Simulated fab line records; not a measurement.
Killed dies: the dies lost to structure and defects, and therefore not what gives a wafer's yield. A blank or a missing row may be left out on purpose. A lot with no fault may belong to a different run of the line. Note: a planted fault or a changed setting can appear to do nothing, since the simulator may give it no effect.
Problem report, 8D (eight disciplines) form, completed by code :: flow sky130 :: the parts of the form that need people (team, actions taken, sign-off) are left out

1. THE PROBLEM
At SKY_LDD_N_IMPLANT_11, beamEnergyKeV averages 20.403 over 6 wafers from 2 lots, while fault-free wafers read 20.000, standard deviation 0.0061. Measured from the usual mean, that is +66 standard deviations.
The first sign was on wafer L509.2 at day 21 15:56, on implanter-01. Wafers with a number at this step in the record: 18, from 6 lots. Rule for "out", or "out of limits": more than 4 standard deviations from the usual mean. The rest of the wafers with a number are treated as sound.

2. WHAT IT IS AND WHAT IT IS NOT
question: which readings at this step
is: beamEnergyKeV
is not: faradayCurrentUA, rotationDeg

question: which lots
is: L509, L511
is not: L500, L514, L517, L521

question: which wafers of those lots
is: all that have a number
is not: -

question: read on which tools
is: implanter-01
is not: implanter-02, implanter-03

question: when
is: from day 21 15:56
is not: up to then (3 sound wafers); but 9 sound wafers of L514, L517, L521 came after

3. WHAT RULES OUT EACH SUSPECT
Counting: a tool stays on the suspect list if, at a process step up to the reading, it processed all lots that are out and no sound lot following the first of them.
- implanter-01 at SKY_LDD_N_IMPLANT_11: ruled out as a lasting fault. Sound lots L521 ran on it after its first lot that is out, L509 (day 21 15:56).
Left after counting: nothing in the record.

4. THE CAUSE (what the simulator had put in)
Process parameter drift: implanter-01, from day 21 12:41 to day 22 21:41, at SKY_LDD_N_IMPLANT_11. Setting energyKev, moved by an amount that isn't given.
Counting ruled it out, wrongly.

5. THE CHAIN OF EFFECTS, in route order
Each row: a reading whose mean over the struck wafers that have a number lies more than 3 standard deviations from the usual. Scope: only readings with a usual standard deviation given in the record; hours: median across lots of the time from each lot's start at the first step in this table that gives one to its start at this step; sigmas: change in usual standard deviations.
hours: 0
step: SKY_LDD_N_IMPLANT_11
reading: beamEnergyKeV
usual: 20.000
on struck wafers: 20.403
change: +0.403
sigmas: +66
It contains these process steps:
- SKY_LDD_N_IMPLANT_11

6. HOW IT WOULD HAVE BEEN CAUGHT EARLIER
The fault began at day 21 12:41; the first out-of-limits reading in this record came at day 21 15:56, 3 hours later.
